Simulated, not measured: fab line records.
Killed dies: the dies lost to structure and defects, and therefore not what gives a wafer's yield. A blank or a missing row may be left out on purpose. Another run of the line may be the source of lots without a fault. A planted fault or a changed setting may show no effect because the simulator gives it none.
The tool behind it: which one? | flow gf180mcu | Sampling: 7 lots, 21 wafers, 4 of 602 route steps

## WHAT EACH GAUGE READ, for each wafer
GF_POLY_GATE_OVL_MEAS_11.
lot  | measured     | on         | POLY_GATE_OVL (nm)
L743 | day 9 14:34  | overlay-02 | -1 0 7
L745 | day 10 01:13 | overlay-02 | 1 -2 -4
L747 | day 10 16:08 | overlay-01 | -4 -10 -12
L749 | day 11 12:26 | overlay-02 | -7 -3 -4
L758 | day 13 17:47 | overlay-01 | -3 -1 4
L761 | day 14 13:42 | overlay-01 | 1 -3 -5
L765 | day 15 15:39 | overlay-02 | -8 -6 -1

## WHICH TOOL RAN EACH LOT (tool, then ch and the chambers of the sampled wafers, then the start)
lot  | GF_STI_PEB_10                   | GF_STI_ETCH_14                 | GF_VT_IMPLANT_RTA_45
L743 | lithoTrack-03 ch 0, day 2 08:02 | rieSi-02 ch 0,2, day 2 08:32   | rtpAnneal-01 ch 0, day 7 22:34
L745 | lithoTrack-04 ch 0, day 2 18:01 | rieSi-02 ch 0,2,3, day 2 18:31 | rtpAnneal-01 ch 0, day 8 09:35
L747 | lithoTrack-03 ch 0, day 3 03:23 | rieSi-02 ch 0,1, day 3 03:56   | rtpAnneal-02 ch 0, day 8 22:13
L749 | lithoTrack-03 ch 0, day 3 13:29 | rieSi-02 ch 2,3, day 3 14:02   | rtpAnneal-01 ch 0, day 9 18:04
L758 | lithoTrack-04 ch 0, day 5 10:28 | rieSi-02 ch 0,1,3, day 5 11:01 | rtpAnneal-02 ch 0, day 11 19:13
L761 | lithoTrack-01 ch 0, day 6 03:30 | rieSi-02 ch 1,2,3, day 6 03:59 | rtpAnneal-01 ch 0, day 12 16:22
L765 | lithoTrack-04 ch 0, day 6 23:31 | rieSi-02 ch 0,1,2, day 6 23:58 | rtpAnneal-01 ch 0, day 13 17:10
- GF_STI_PEB_10: peb time 90 s.
- GF_STI_ETCH_14: etches Si in HBr/Cl2/O2, target depth 360 nm, time 102.9 s.
- GF_VT_IMPLANT_RTA_45: time 30 s.

## THE ANSWER, worked out from the rows above alone
Rule: the usual values come from the lots themselves. Put in order of their means at a reading, lots are off if they are a third of the lots or fewer, leave a main group of 4 or more, and stand apart from it by a gap of 3 or more times the standard deviation of the main group's means; of several such gaps the widest counts. If all means in a main group match to the digits the tables above print for the reading, that group is not used. A lot without any number at a reading at which 4 lots or more have one is off too. The other lots that the step has rows for count as sound.
Across all readings shown, no lot is off: no conclusion can be drawn from this.

## WHAT THE SIMULATOR PUT IN
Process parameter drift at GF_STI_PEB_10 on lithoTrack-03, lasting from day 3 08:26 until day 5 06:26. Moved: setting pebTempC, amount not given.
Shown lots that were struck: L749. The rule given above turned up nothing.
